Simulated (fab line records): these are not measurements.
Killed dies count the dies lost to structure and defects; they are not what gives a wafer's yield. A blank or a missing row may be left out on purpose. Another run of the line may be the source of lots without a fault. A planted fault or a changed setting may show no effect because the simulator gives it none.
Which tool is to blame? :: flow sky130 :: 36 wafers from 12 lots sampled at 5 of the route's 708 steps

## WHAT THE GAUGES SHOWED, per wafer
SKY_SONOS_ONO_THK_MEAS_01. Usual: for SONOS_ONO_OXIDATION_THK the level is 2.62 nm and the standard deviation is 0.049.
lot: L681
measured: day 11 13:50
on: filmMetro-03
SONOS_ONO_OXIDATION_THK (nm): 2.59 2.59 2.56
flag: 

lot: L683
measured: day 12 05:07
on: filmMetro-01
SONOS_ONO_OXIDATION_THK (nm): 2.64 2.60 2.63
flag: 

lot: L684
measured: day 13 10:13
on: filmMetro-03
SONOS_ONO_OXIDATION_THK (nm): 2.65 2.67 2.66
flag: 

lot: L686
measured: day 13 17:34
on: filmMetro-01
SONOS_ONO_OXIDATION_THK (nm): 2.65 2.67 2.76
flag: 

lot: L688
measured: day 14 02:31
on: filmMetro-02
SONOS_ONO_OXIDATION_THK (nm): 2.53 2.63 2.64
flag: 

lot: L687
measured: day 14 05:08
on: filmMetro-02
SONOS_ONO_OXIDATION_THK (nm): 2.57 2.61 2.61
flag: 

lot: L690
measured: day 15 04:04
on: filmMetro-01
SONOS_ONO_OXIDATION_THK (nm): 2.67 2.66 2.68
flag: 

lot: L691
measured: day 15 04:22
on: filmMetro-03
SONOS_ONO_OXIDATION_THK (nm): 2.59 2.59 2.64
flag: 

lot: L692
measured: day 15 06:51
on: filmMetro-01
SONOS_ONO_OXIDATION_THK (nm): 2.63 2.75 2.61
flag: 

lot: L697
measured: day 17 05:12
on: filmMetro-02
SONOS_ONO_OXIDATION_THK (nm): 2.55 2.60 2.56
flag: 

lot: L702
measured: day 18 16:01
on: filmMetro-01
SONOS_ONO_OXIDATION_THK (nm): 2.64 2.61 2.60
flag: 

lot: L703
measured: day 18 20:21
on: filmMetro-01
SONOS_ONO_OXIDATION_THK (nm): 2.64 2.64 2.62
flag: 

SKY_GATE_OXIDE_OVL_MEAS_10. Usual: for GATE_OXIDE_OVL the level is -0.3 nm and the standard deviation is 1.5.
lot: L681
measured: day 13 19:12
on: overlay-02
GATE_OXIDE_OVL (nm): -1.2 -2.1 -1.0
flag: 

lot: L683
measured: day 14 14:03
on: overlay-02
GATE_OXIDE_OVL (nm): -0.8 -1.8 -1.2
flag: 

lot: L684
measured: day 15 20:09
on: overlay-02
GATE_OXIDE_OVL (nm): 3.4 3.0 2.9
flag: 

lot: L686
measured: day 16 09:40
on: overlay-01
GATE_OXIDE_OVL (nm): 0.0 0.0 -1.7
flag: 

lot: L688
measured: day 16 13:39
on: overlay-02
GATE_OXIDE_OVL (nm): 1.5 1.0 -0.7
flag: 

lot: L687
measured: day 16 18:25
on: overlay-02
GATE_OXIDE_OVL (nm): -0.2 -0.8 1.6
flag: 

lot: L690
measured: day 17 21:37
on: overlay-02
GATE_OXIDE_OVL (nm): 1.8 0.4 -0.3
flag: 

lot: L691
measured: day 17 21:19
on: overlay-01
GATE_OXIDE_OVL (nm): 1.5 2.2 0.8
flag: 

lot: L692
measured: day 17 21:43
on: overlay-01
GATE_OXIDE_OVL (nm): -0.5 -1.6 -1.2
flag: 

lot: L697
measured: day 20 01:50
on: overlay-02
GATE_OXIDE_OVL (nm): 1.8 -1.3 0.2
flag: 

lot: L702
measured: day 21 12:22
on: overlay-01
GATE_OXIDE_OVL (nm): -0.2 -0.6 0.0
flag: 

lot: L703
measured: day 21 14:40
on: overlay-01
GATE_OXIDE_OVL (nm): -0.1 -1.8 -2.3
flag: 

SKY_RES_PROTECT_TW_MEAS_08. Usual: for POLY_GATE_TW the level is 4058 and the standard deviation is 44.
lot: L681
measured: day 15 00:44
on: filmMetro-03
POLY_GATE_TW: 4016 4006 4002
flag: 

lot: L683
measured: day 15 21:18
on: filmMetro-04
POLY_GATE_TW: 4090 4131 4116
flag: 

lot: L684
measured: day 17 03:35
on: filmMetro-03
POLY_GATE_TW: 4040 4015 4036
flag: 

lot: L686
measured: day 17 21:40
on: filmMetro-03
POLY_GATE_TW: 4033 4043 4029
flag: 

lot: L688
measured: day 18 00:02
on: filmMetro-01
POLY_GATE_TW: 4043 4017 4023
flag: 

lot: L687
measured: day 18 04:29
on: filmMetro-04
POLY_GATE_TW: 4081 4081 4083
flag: 

lot: L690
measured: day 19 07:29
on: filmMetro-03
POLY_GATE_TW: 3993 3971 3989
flag: 

lot: L691
measured: day 19 07:11
on: filmMetro-04
POLY_GATE_TW: 4091 4097 4106
flag: 

lot: L692
measured: day 19 07:40
on: filmMetro-01
POLY_GATE_TW: 30 30 30
flag: OFF

lot: L697
measured: day 21 11:37
on: filmMetro-04
POLY_GATE_TW: 4131 4102 4093
flag: 

lot: L702
measured: day 22 21:57
on: filmMetro-01
POLY_GATE_TW: 4001 4014 4005
flag: 

lot: L703
measured: day 23 00:44
on: filmMetro-04
POLY_GATE_TW: 4099 4093 4098
flag: 

## EACH LOT AND THE TOOL THAT RAN IT (in order: tool; ch and the chambers of the sampled wafers; start)
lot: L681
SKY_GATE_OXIDE_STRIP_13: plasmaAsher-03 ch 0,1, day 13 19:29
SKY_RES_PROTECT_EXPOSE_04: ilineStepper-01 ch 0, day 14 11:08

lot: L683
SKY_GATE_OXIDE_STRIP_13: plasmaAsher-04 ch 0,1, day 14 14:20
SKY_RES_PROTECT_EXPOSE_04: ilineStepper-01 ch 0, day 15 07:34

lot: L684
SKY_GATE_OXIDE_STRIP_13: plasmaAsher-03 ch 0,1, day 15 20:26
SKY_RES_PROTECT_EXPOSE_04: ilineStepper-01 ch 0, day 16 13:29

lot: L686
SKY_GATE_OXIDE_STRIP_13: plasmaAsher-04 ch 0,1, day 16 10:00
SKY_RES_PROTECT_EXPOSE_04: ilineStepper-01 ch 0, day 17 06:50

lot: L688
SKY_GATE_OXIDE_STRIP_13: plasmaAsher-04 ch 0,1, day 16 13:56
SKY_RES_PROTECT_EXPOSE_04: ilineStepper-02 ch 0, day 17 09:47

lot: L687
SKY_GATE_OXIDE_STRIP_13: plasmaAsher-03 ch 0,1, day 16 18:44
SKY_RES_PROTECT_EXPOSE_04: ilineStepper-02 ch 0, day 17 13:45

lot: L690
SKY_GATE_OXIDE_STRIP_13: plasmaAsher-04 ch 0,1, day 17 21:54
SKY_RES_PROTECT_EXPOSE_04: ilineStepper-01 ch 0, day 18 16:00

lot: L691
SKY_GATE_OXIDE_STRIP_13: plasmaAsher-01 ch 0,1, day 17 21:37
SKY_RES_PROTECT_EXPOSE_04: ilineStepper-01 ch 0, day 18 15:46

lot: L692
SKY_GATE_OXIDE_STRIP_13: plasmaAsher-03 ch 0,1, day 17 22:02
SKY_RES_PROTECT_EXPOSE_04: ilineStepper-01 ch 0, day 18 16:16

lot: L697
SKY_GATE_OXIDE_STRIP_13: plasmaAsher-01 ch 0,1, day 20 02:13
SKY_RES_PROTECT_EXPOSE_04: ilineStepper-01 ch 0, day 20 20:10

lot: L702
SKY_GATE_OXIDE_STRIP_13: plasmaAsher-04 ch 0,1, day 21 12:39
SKY_RES_PROTECT_EXPOSE_04: ilineStepper-01 ch 0, day 22 07:10

lot: L703
SKY_GATE_OXIDE_STRIP_13: plasmaAsher-03 ch 0,1, day 21 14:57
SKY_RES_PROTECT_EXPOSE_04: ilineStepper-01 ch 0, day 22 09:57
- SKY_GATE_OXIDE_STRIP_13: strips in O2/N2.
- SKY_RES_PROTECT_EXPOSE_04: exposes mask RPM, target cd 1270 nm.

## AS READ BY THE TOOLS THEMSELVES (means over the sampled wafers that have a number; for cases with no such wafer, the mark the record gives instead)
SKY_GATE_OXIDE_STRIP_13. Usual: drypumpMotorCurrentA 5.78 A, standard deviation 0.12; oesProductAu 0.716 a.u., standard deviation 0.0046; stripTimeToEndpointS 14.17 s, standard deviation 0.037.
lot: L681
tool: plasmaAsher-03
drypumpMotorCurrentA (A): 5.87
oesProductAu (a.u.): 0.718
stripTimeToEndpointS (s): 14.10
flag: 

lot: L683
tool: plasmaAsher-04
drypumpMotorCurrentA (A): 5.76
oesProductAu (a.u.): 0.712
stripTimeToEndpointS (s): 14.18
flag: 

lot: L684
tool: plasmaAsher-03
drypumpMotorCurrentA (A): 5.88
oesProductAu (a.u.): 0.716
stripTimeToEndpointS (s): 14.19
flag: 

lot: L686
tool: plasmaAsher-04
drypumpMotorCurrentA (A): 5.77
oesProductAu (a.u.): 0.713
stripTimeToEndpointS (s): 14.18
flag: 

lot: L688
tool: plasmaAsher-04
drypumpMotorCurrentA (A): 5.71
oesProductAu (a.u.): 0.719
stripTimeToEndpointS (s): 14.17
flag: 

lot: L687
tool: plasmaAsher-03
drypumpMotorCurrentA (A): 5.88
oesProductAu (a.u.): 0.715
stripTimeToEndpointS (s): 14.16
flag: 

lot: L690
tool: plasmaAsher-04
drypumpMotorCurrentA (A): 5.74
oesProductAu (a.u.): 0.715
stripTimeToEndpointS (s): 14.17
flag: 

lot: L691
tool: plasmaAsher-01
drypumpMotorCurrentA (A): 5.78
oesProductAu (a.u.): 0.717
stripTimeToEndpointS (s): 14.15
flag: 

lot: L692
tool: plasmaAsher-03
drypumpMotorCurrentA (A): 5.71
oesProductAu (a.u.): 0.719
stripTimeToEndpointS (s): 14.19
flag: 

lot: L697
tool: plasmaAsher-01
drypumpMotorCurrentA (A): 5.79
oesProductAu (a.u.): 0.721
stripTimeToEndpointS (s): 14.19
flag: 

lot: L702
tool: plasmaAsher-04
drypumpMotorCurrentA (A): 5.71
oesProductAu (a.u.): 0.717
stripTimeToEndpointS (s): 14.17
flag: 

lot: L703
tool: plasmaAsher-03
drypumpMotorCurrentA (A): 5.90
oesProductAu (a.u.): 0.712
stripTimeToEndpointS (s): 14.14
flag: 

SKY_RES_PROTECT_EXPOSE_04. Usual: exposureDoseMJCm2 130.99, standard deviation 0.14.
lot: L681
tool: ilineStepper-01
exposureDoseMJCm2: 130.85
flag: 

lot: L683
tool: ilineStepper-01
exposureDoseMJCm2: 131.12
flag: 

lot: L684
tool: ilineStepper-01
exposureDoseMJCm2: 131.03
flag: 

lot: L686
tool: ilineStepper-01
exposureDoseMJCm2: 130.98
flag: 

lot: L688
tool: ilineStepper-02
exposureDoseMJCm2: 131.08
flag: 

lot: L687
tool: ilineStepper-02
exposureDoseMJCm2: 130.91
flag: 

lot: L690
tool: ilineStepper-01
exposureDoseMJCm2: 130.91
flag: 

lot: L691
tool: ilineStepper-01
exposureDoseMJCm2: 131.11
flag: 

lot: L692
tool: ilineStepper-01
exposureDoseMJCm2: 130.99
flag: 

lot: L697
tool: ilineStepper-01
exposureDoseMJCm2: 131.00
flag: 

lot: L702
tool: ilineStepper-01
exposureDoseMJCm2: 131.06
flag: 

lot: L703
tool: ilineStepper-01
exposureDoseMJCm2: 130.88
flag: 

## THE ANSWER, worked out from the rows above alone
Rule: a lot is off if the mean of its wafers that have a number lies more than 3 standard deviations from the usual mean. A lot without any number at a reading at which 4 lots or more have one is off too. The other lots that the step has rows for count as sound. First the gauges in route order, then the tools' own readings, where a lot's mean is used as printed above. At the first step where some lot is off, the reading lying furthest off is the one used; lots without a number count as furthest.
Off: L692, at SKY_RES_PROTECT_TW_MEAS_08 (POLY_GATE_TW).
A tool fits if, at a process step before that reading, it ran every lot that is off, and no sound lot after the first of them. Those tools and the gauges at SKY_RES_PROTECT_TW_MEAS_08 are tried in the same way. Not one of the candidates tried fits.

## WHAT WAS PUT IN BY THE SIMULATOR
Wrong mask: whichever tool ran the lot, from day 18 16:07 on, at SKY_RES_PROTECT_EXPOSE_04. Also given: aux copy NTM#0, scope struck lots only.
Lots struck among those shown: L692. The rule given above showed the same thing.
